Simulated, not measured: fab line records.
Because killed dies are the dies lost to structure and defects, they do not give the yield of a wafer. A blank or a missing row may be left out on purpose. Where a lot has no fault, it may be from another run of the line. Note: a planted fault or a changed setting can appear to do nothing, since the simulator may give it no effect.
Comparing a struck lot with a sound one    flow sky130    18 steps out of a route of 708
Sound: wafers L661.1, L661.2, L661.4. Struck: wafers L671.3, L671.6. (L671.1 of the same lot was not struck and is left out.) The cause comes at the end.
At each step with rows: each side's tool, then ch and its chambers, then its first start. Under that, the readings that differ: sound wafers    struck wafers    difference of the means    sigmas: that difference in standard deviations of wafers without a fault.
alike: readings whose means differ by less than 2 such deviations, and words and numbers that are the same on both sides. not compared: withheld readings, readings that some wafer has no value for, bounds like >300 that may hide the same value, and numbers for which the record gives no deviation and whose values overlap.
Wherever a step has rows on one side only, a row that says differs or no value, or a row with sigmas, the two part there. Numbers that don't overlap but have no deviation are shown without sigmas and don't part them. A reading that every wafer of one side lacks parts them only if that side has two wafers or more.

SKY_METAL2_SPUTTER_00: material Ti, target thk 15 nm, time 10 s.
  sound: pvd_sputter-04 at day 34 20:37; struck: pvd_sputter-04 at day 37 18:16
  alike: throttle_valve_pct
SKY_METAL2_SPUTTER_01: material TiN, target thk 20 nm, time 16.7 s.
  sound: pvd_sputter-04 at day 34 20:38; struck: pvd_sputter-04 at day 37 18:17
  alike: throttle_valve_pct
then, 1 step without rows for these wafers: SKY_METAL2_SPUTTER_02 (material AlCu, target thk 250 nm, time 13.3 s).
SKY_METAL2_SPUTTER_03: material Ti, target thk 5 nm, time 3.3 s.
  sound: pvd_sputter-04 at day 34 20:41; struck: pvd_sputter-04 at day 37 18:20
  alike: throttle_valve_pct
SKY_METAL2_SPUTTER_04: material TiN, target thk 70 nm, time 58.3 s.
  sound: pvd_sputter-04 at day 34 20:42; struck: pvd_sputter-04 at day 37 18:22
  alike: throttle_valve_pct
SKY_METAL2_RS_MEAS_05: measures by four-point-probe.
  sound: film_metro-04 at day 34 20:45; struck: film_metro-03 at day 37 18:25
  alike: METAL2_ALCU_RS
SKY_METAL2_THK_MEAS_06: measures by xrf.
  sound: film_metro-04 at day 34 20:52; struck: film_metro-03 at day 37 18:32
  alike: METAL2_ALCU_THK
then, 5 steps without rows for these wafers: SKY_METAL2_DEHYDRATE_07 (time 60 s); SKY_METAL2_HMDS_08 (prime time 60 s); SKY_METAL2_COAT_09 (resist thk 60 nm); SKY_METAL2_COAT_10 (resist thk 458.1 nm); SKY_METAL2_SOFTBAKE_11 (time 90 s).
SKY_METAL2_EXPOSE_12: exposes mask MM2, target cd 140 nm.
  sound on krf_scanner-02 ch 0, day 35 09:08; struck on krf_scanner-02 ch 0, day 38 08:04
  alike: mask
then, 2 steps without rows for these wafers: SKY_METAL2_PEB_13; SKY_METAL2_DEVELOP_14 (develop time 60 s).
SKY_METAL2_CD_MEAS_15: target cd 140 nm.
  sound: cd_sem-01 at day 35 22:25; struck: cd_sem-01 at day 38 20:03
reading     sound              struck  difference                     sigmas
cd_nm (nm)  138.4 139.7 138.3  - -     no value on the struck wafers  
SKY_METAL2_OVL_MEAS_16:
  sound: overlay-02 at day 35 22:32; struck: overlay-02 at day 38 20:10
reading          sound    struck  difference                     sigmas
METAL2_OVL (nm)  9 -12 3  - -     no value on the struck wafers  
SKY_METAL2_DESCUM_17: chemistry O2, time 8 s.
  sound on rie_metal-04 ch 0,1, day 35 22:34; struck on rie_metal-04 ch 0, day 38 20:13
  alike: drypump_motor_current_A, oes_product_au, rf_fwd_power_W
  not compared: rf_hours_counter_h

WHERE THEY PART
At SKY_METAL2_CD_MEAS_15 first; at SKY_METAL2_OVL_MEAS_16 last (within this record only). Later steps at which nothing parts them and some readings are alike: SKY_METAL2_DESCUM_17.

WHY: what had been put in by the simulator
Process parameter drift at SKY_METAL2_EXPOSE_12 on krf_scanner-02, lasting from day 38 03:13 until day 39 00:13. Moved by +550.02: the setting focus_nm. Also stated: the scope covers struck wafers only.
